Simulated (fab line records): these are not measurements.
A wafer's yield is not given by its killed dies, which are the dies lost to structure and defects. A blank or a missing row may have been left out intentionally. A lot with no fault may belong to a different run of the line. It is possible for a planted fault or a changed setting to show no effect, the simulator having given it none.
Problem report, 8D (eight disciplines) form, completed by code || flow gf180mcu || the parts of the form that need people (team, actions taken, sign-off) are left out

## 1. WHAT IS WRONG
Mean of beamEnergyKeV at GF_VT_IMPLANT_IMPLANT_30: 27.836 across 6 wafers in 2 lots; on wafers with no fault it is 24.998 (standard deviation 0.0063). That is +99 or more standard deviations from the usual mean.
The first sign was on wafer L365.1 at day 10 17:00, on implanter-03. Wafers with a number at this step in the record: 18, from 6 lots. Rule for "out" (also "out of limits"): further than 4 standard deviations from the usual mean. The rest of the wafers with a number are treated as sound.

## 2. WHAT IT IS, WHAT IT ISN'T
{"question": "which readings at this step", "is": "beamEnergyKeV", "is not": "-"}
{"question": "which lots", "is": "L365, L369", "is not": "L356, L368, L371, L374"}
{"question": "which wafers of those lots", "is": "all that have a number", "is not": "-"}
{"question": "read on which tools", "is": "implanter-03", "is not": "implanter-01"}
{"question": "when", "is": "from day 10 17:00", "is not": "up to then (3 sound wafers); but 9 sound wafers of L368, L371, L374 came after"}

## 3. SUSPECTS, AND WHAT RULES EACH OUT
Counting: a tool at any process step up to the reading remains a suspect when it ran all the lots that are out and ran no sound lot after the first of those.
- implanter-03 at GF_VT_IMPLANT_IMPLANT_30: kept. Every lot that is out went through it, starting with L365 (day 10 17:00), and after that it ran no sound lot; the last sound lot it ran before then is L356 (day 8 10:29). Its own beamEnergyKeV readings are out on those wafers.
Left after counting: implanter-03 at GF_VT_IMPLANT_IMPLANT_30.

## 4. THE CAUSE (what the simulator had put in)
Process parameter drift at GF_VT_IMPLANT_IMPLANT_30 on implanter-03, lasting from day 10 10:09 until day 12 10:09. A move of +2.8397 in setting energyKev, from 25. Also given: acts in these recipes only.
The count eliminated every tool but this one.

## 5. SEQUENCE OF EFFECTS, ordered by route
One row per reading whose mean, taken over the struck wafers that have a number, lies over 3 standard deviations from the usual. Only readings whose record carries a usual standard deviation are examined. hours: median over the lots of the time between each lot's start at the first step of this table that gives one and its start at this step. sigmas: the change, counted in usual standard deviations.
{"hours": 0, "step": "GF_VT_IMPLANT_IMPLANT_30", "reading": "beamEnergyKeV", "usual": 24.998, "on struck wafers": 27.836, "change": "+2.838", "sigmas": "+99 or more"}
The process steps in it:
- GF_VT_IMPLANT_IMPLANT_30

## 6. WHAT WOULD HAVE CAUGHT IT SOONER
In this record the first reading out of limits was taken at day 10 17:00, 7 hours after the fault began at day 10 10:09.
